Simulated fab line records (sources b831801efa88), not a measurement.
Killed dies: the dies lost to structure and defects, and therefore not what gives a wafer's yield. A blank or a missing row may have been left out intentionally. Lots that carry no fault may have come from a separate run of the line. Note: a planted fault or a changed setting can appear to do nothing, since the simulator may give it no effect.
Which tool did it? ; flow gf180mcu ; 14 lots, 42 wafers sampled, at 5 steps of a route of 602

WHAT THE GAUGES SHOWED, per wafer
GF_STI_THK_MEAS_04.
lot;measured;on;STI_CVD_03_THK (nm)
L554;day 1 13:34;film-metro-01;207.8 206.1 206.1
L555;day 1 18:40;film-metro-04;207.8 208.6 209.2
L556;day 2 00:24;film-metro-03;207.2 206.8 208.3
L557;day 2 06:18;film-metro-03;206.5 203.9 204.5
L562;day 3 05:34;film-metro-01;210.1 206.7 207.4
L563;day 3 10:34;film-metro-03;205.5 206.0 207.1
L564;day 3 15:34;film-metro-04;205.3 205.4 206.7
L565;day 3 20:53;film-metro-03;207.6 207.9 206.2
L568;day 4 12:28;film-metro-01;206.4 205.4 205.0
L569;day 4 16:34;film-metro-03;203.9 204.7 206.2
L570;day 4 21:34;film-metro-03;205.9 207.6 206.6
L572;day 5 09:38;film-metro-04;206.6 209.3 209.7
L576;day 6 06:22;film-metro-03;204.4 205.2 205.6
L577;day 6 09:10;film-metro-01;204.3 206.9 206.2

GF_STI_THK_MEAS_24.
lot;measured;on;STI_CVD_23_THK (nm)
L554;day 2 05:31;film-metro-03;649 661 652
L555;day 2 13:52;film-metro-03;655 647 643
L556;day 2 13:52;film-metro-01;650 657 653
L557;day 2 20:06;film-metro-01;657 664 650
L562;day 3 20:39;film-metro-03;664 645 639
L563;day 4 01:46;film-metro-04;637 662 647
L564;day 4 06:40;film-metro-04;652 647 637
L565;day 4 12:14;film-metro-04;661 649 645
L568;day 5 06:20;film-metro-03;655 654 645
L569;day 5 09:29;film-metro-01;644 641 644
L570;day 5 14:32;film-metro-03;635 647 646
L572;day 6 03:04;film-metro-01;637 642 645
L576;day 7 00:39;film-metro-04;648 665 660
L577;day 7 02:25;film-metro-01;665 655 644

GF_NWELL_TW_MEAS_11.
lot;measured;on;NWELL_TW
L554;day 3 12:49;film-metro-01;1597 1598 1590
L555;day 3 20:04;film-metro-01;1601 1606 1598
L556;day 3 19:43;film-metro-01;1591 1598 1600
L557;day 4 00:25;film-metro-02;1552 1555 1548
L562;day 5 02:51;film-metro-04;1569 1573 1576
L563;day 5 07:18;film-metro-04;1586 1582 1578
L564;day 5 13:38;film-metro-01;2936 2902 2931 2920 2921 2927
L565;day 5 20:03;film-metro-04;2880 2880 2875 2876 2891 2882
L568;day 6 15:55;film-metro-01;1613 1604 1600
L569;day 6 19:57;film-metro-02;1551 1558 1551
L570;day 6 23:18;film-metro-02;1548 1544 1546
L572;day 7 13:33;film-metro-02;1556 1551 1549
L576;day 8 12:34;film-metro-01;1589 1595 1596
L577;day 8 14:01;film-metro-04;1571 1569 1568

GF_MVSD_OVL_MEAS_07.
lot;measured;on;MVSD_OVL (nm)
L554;day 4 16:22;overlay-01;-0.9 2.1 0.3
L555;day 4 23:22;overlay-01;-1.8 -2.8 -2.1
L556;day 4 22:34;overlay-01;1.1 1.4 -0.5
L557;day 5 04:07;overlay-01;0.4 1.0 1.9
L562;day 6 07:16;overlay-02;0.1 -1.6 0.8
L563;day 6 12:34;overlay-02;2.3 -0.7 0.5
L568;day 7 23:04;overlay-01;-0.1 -1.3 -0.5
L569;day 8 03:58;overlay-01;2.1 1.6 1.9
L570;day 8 06:52;overlay-02;-0.9 -1.3 -0.7
L572;day 8 22:04;overlay-02;-1.8 -2.2 -2.0
L576;day 9 23:25;overlay-02;1.8 3.4 -0.4
L577;day 10 00:43;overlay-01;2.0 0.7 1.6

EACH LOT AND THE TOOL THAT RAN IT (in order: tool; ch and the chambers of the sampled wafers; start)
lot;GF_NWELL_IMPLANT_08
L554;implanter-04 ch 0, day 3 12:26
L555;implanter-03 ch 0, day 3 19:40
L556;implanter-01 ch 0, day 3 19:19
L557;implanter-04 ch 0, day 4 00:02
L562;implanter-03 ch 0, day 5 02:27
L563;implanter-04 ch 0, day 5 06:54
L564;implanter-04 ch 0, day 5 13:10
L565;implanter-04 ch 0, day 5 19:39
L568;implanter-03 ch 0, day 6 15:31
L569;implanter-03 ch 0, day 6 19:33
L570;implanter-01 ch 0, day 6 22:54
L572;implanter-03 ch 0, day 7 13:09
L576;implanter-04 ch 0, day 8 12:10
L577;implanter-04 ch 0, day 8 13:38
- GF_NWELL_IMPLANT_08

WHAT THE TOOLS THEMSELVES READ (means of the sampled wafers that have a number; where no wafer has one, the mark that the record gives instead)
GF_NWELL_IMPLANT_08.
lot;tool;beam-on-s (s);dose-ions-cm2;faraday-current-uA
L554;implanter-04;9.89;1.4994e+13;85.5
L555;implanter-03;10.05;1.4991e+13;84.1
L556;implanter-01;10.01;1.5007e+13;84.6
L557;implanter-04;9.96;1.4965e+13;84.8
L562;implanter-03;10.10;1.4985e+13;83.6
L563;implanter-04;9.87;1.5004e+13;85.4
L564;implanter-04;48.55;1.1301e+14;131.2
L565;implanter-04;47.71;1.1302e+14;133.5
L568;implanter-03;9.79;1.4979e+13;86.3
L569;implanter-03;10.18;1.5026e+13;83.1
L570;implanter-01;10.05;1.4990e+13;84.1
L572;implanter-03;10.15;1.4988e+13;83.6
L576;implanter-04;10.13;1.5001e+13;83.7
L577;implanter-04;10.00;1.5012e+13;84.8

THE ANSWER, worked out from the rows above alone
Rule: usual is defined by the lots themselves. The widest of any qualifying gaps counts: lots, ordered by their means at a reading, are off when they make up no more than a third of the lots, leave a main group of 4 or more, and stand apart from it by 3 or more times the standard deviation of that group's means. A main group whose means are all the same, to the digits that the tables above print for the reading, isn't used. A lot without any number at a reading at which 4 lots or more have one is off too. All remaining lots with rows at the step are treated as sound. After the gauges, taken in route order, come the tools' own readings; for these a lot's mean is taken, as printed above. At the first step where some lot is off, the reading lying furthest off is the one used; lots without a number count as furthest.
Off: L564, L565, seen at GF_NWELL_TW_MEAS_11 (NWELL_TW). For the main group the mean is 1577 and the standard deviation 21.
A tool fits if, at a process step before that reading, it ran every lot that is off, and no sound lot after the first of them. The gauges at GF_NWELL_TW_MEAS_11 aren't tried: what is off there is off at GF_NWELL_IMPLANT_08 too, on other tools, and a gauge's error can't cause that. No candidate that was tried fits.

WHAT THE SIMULATOR PUT IN
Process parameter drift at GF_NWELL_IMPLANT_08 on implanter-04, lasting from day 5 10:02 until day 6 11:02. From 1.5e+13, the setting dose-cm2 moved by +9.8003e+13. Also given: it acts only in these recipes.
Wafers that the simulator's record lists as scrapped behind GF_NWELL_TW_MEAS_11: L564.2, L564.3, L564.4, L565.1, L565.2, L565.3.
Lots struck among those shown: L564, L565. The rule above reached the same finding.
